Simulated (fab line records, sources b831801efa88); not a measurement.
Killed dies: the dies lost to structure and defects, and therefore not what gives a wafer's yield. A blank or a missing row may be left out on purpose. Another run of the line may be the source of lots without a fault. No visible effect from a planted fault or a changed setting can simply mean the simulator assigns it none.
Which tool was responsible? -- flow gf180mcu -- 14 lots with 42 wafers sampled at 2 steps, on a route of 602 steps

== WHAT EACH GAUGE READ, for each wafer ==
GF_M2_OVL_MEAS_15. Usual: M2_OVL 0 nm, standard deviation 6.4.
lot,measured,on,M2_OVL (nm),flag
L104,day 20 17:04,overlay-01,-6 -6 0,
L105,day 21 06:52,overlay-01,-6 -6 -2,
L106,day 21 07:49,overlay-01,-5 -4 -4,
L107,day 21 10:56,overlay-02,-4 -4 -2,
L109,day 22 12:19,overlay-02,9 4 1,
L113,day 23 19:46,overlay-02,-1 -9 -7,
L116,day 24 14:44,overlay-01,7 4 3,
L117,day 25 03:07,overlay-02,4 10 9,
L118,day 25 07:37,overlay-01,-6 -3 -8,
L121,day 26 04:01,overlay-01,12 10 0,
L122,day 26 15:25,overlay-02,7 11 13,
L123,day 26 22:20,overlay-02,7 6 5,
L124,day 27 10:37,overlay-01,1 -7 1,
L125,day 27 19:14,overlay-02,4 6 9,

== WHAT TOOL EACH LOT RAN ON (gives the tool, then ch and the chambers of the sampled wafers, and finally the start) ==
lot,GF_M2_SPUTTER_04
L104,"pvd_sputter-02, day 19 15:53"
L105,"pvd_sputter-03, day 20 06:31"
L106,"pvd_sputter-03, day 20 07:28"
L107,"pvd_sputter-03, day 20 10:41"
L109,"pvd_sputter-02, day 21 12:14"
L113,"pvd_sputter-01, day 22 20:56"
L116,"pvd_sputter-03, day 23 15:53"
L117,"pvd_sputter-01, day 24 04:51"
L118,"pvd_sputter-02, day 24 09:40"
L121,"pvd_sputter-02, day 25 06:28"
L122,"pvd_sputter-01, day 25 18:07"
L123,"pvd_sputter-03, day 26 00:50"
L124,"pvd_sputter-02, day 26 12:36"
L125,"pvd_sputter-02, day 26 22:38"
- GF_M2_SPUTTER_04: material TiN, target thk 50 nm, time 41.7 s.

== WHAT THE TOOLS THEMSELVES READ (means of the sampled wafers that have a number; where no wafer has one, the mark that the record gives instead) ==
GF_M2_SPUTTER_04. Usual: throttle_valve_pct 30.4 %, standard deviation 0.95.
lot,tool,throttle_valve_pct (%),flag
L104,pvd_sputter-02,30.1,
L105,pvd_sputter-03,30.1,
L106,pvd_sputter-03,30.6,
L107,pvd_sputter-03,30.6,
L109,pvd_sputter-02,30.1,
L113,pvd_sputter-01,30.3,
L116,pvd_sputter-03,30.0,
L117,pvd_sputter-01,30.7,
L118,pvd_sputter-02,29.9,
L121,pvd_sputter-02,30.6,
L122,pvd_sputter-01,30.6,
L123,pvd_sputter-03,30.2,
L124,pvd_sputter-02,30.8,
L125,pvd_sputter-02,30.7,

== THE ANSWER, worked out from the rows above alone ==
Rule: take the mean of a lot's wafers that have a number; if it is more than 3 standard deviations from the usual mean, the lot is off. A lot without any number at a reading at which 4 lots or more have one is off too. Any other lot the step has rows for is counted as sound. First the gauges in route order, then the tools' own readings, where a lot's mean is used as printed above. The first step at which some lot is off is used, and at that step the reading that is off furthest; a lot without a number counts as furthest.
No lot is off at any reading shown: from this, nothing can be told.

== WHAT HAD BEEN PUT IN BY THE SIMULATOR ==
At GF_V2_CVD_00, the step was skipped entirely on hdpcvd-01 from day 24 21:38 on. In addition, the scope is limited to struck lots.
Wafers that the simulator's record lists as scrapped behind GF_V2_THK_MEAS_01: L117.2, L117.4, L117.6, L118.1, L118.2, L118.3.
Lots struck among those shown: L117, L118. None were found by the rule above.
